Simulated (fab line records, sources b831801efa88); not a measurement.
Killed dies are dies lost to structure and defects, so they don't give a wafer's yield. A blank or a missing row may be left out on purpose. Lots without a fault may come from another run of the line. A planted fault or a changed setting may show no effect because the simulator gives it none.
Chamber matching | flow sky130 | SKY_VIA3_CMP_02 on cmp-02: 4 sister chambers
The step polishes SiO2. 14 wafers are shown with their chamber, then 7 later ones without.

WAFERS WITH THEIR CHAMBER
wafer  | chamber | motor_current_A (A)
L984.1 | 2       | 16.4
L984.3 | 1       | 11.2
L984.6 | 0       | 13.4
L987.2 | 2       | 16.6
L987.3 | 1       | 11.0
L987.5 | 3       | 12.7
L989.1 | 1       | 10.3
L989.4 | 3       | 13.2
L989.6 | 3       | 12.9
L991.2 | 0       | 13.7
L991.3 | 1       | 10.8
L991.6 | 3       | 12.9
L994.1 | 2       | 15.5
L994.5 | 0       | 13.6

SIGNATURES (means of the wafers above)
reading         | chamber 0 | chamber 1 | chamber 2 | chamber 3 | scatter within a chamber
motor_current_A | 13.567    | 10.825    | 16.167    | 12.925    | 0.362
Rule: a wafer's distance from a chamber is the root of the sum, over the readings, of the square of ((its reading less the chamber's mean) divided by the reading's scatter). The wafer belongs to the nearest chamber; if the next one is less than 2 further off, it can't be placed. The scatter: the root of (the sum of the squares of (reading less its chamber's mean) over the shown wafers, divided by (wafers less chambers)).

WAFERS WITHOUT THEIR CHAMBER
wafer  | motor_current_A (A)
L994.6 | 13.3
L104.3 | 16.1
L104.4 | 11.1
L104.5 | 15.3
L106.2 | 13.8
L106.5 | 13.8
L106.6 | 10.7

WHICH CHAMBER EACH WENT THROUGH
wafer  | from the rows above     | in truth
L994.6 | can't be placed: 0 or 3 | 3
L104.3 | 2                       | 2
L104.4 | 1                       | 1
L104.5 | 2                       | 2
L106.2 | can't be placed: 0 or 3 | 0
L106.5 | can't be placed: 0 or 3 | 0
L106.6 | 1                       | 1
Placed correctly: 4 of 7. Can't be placed from these rows: 3 (the true chamber is among the candidates in 3). Placed wrongly: 0.
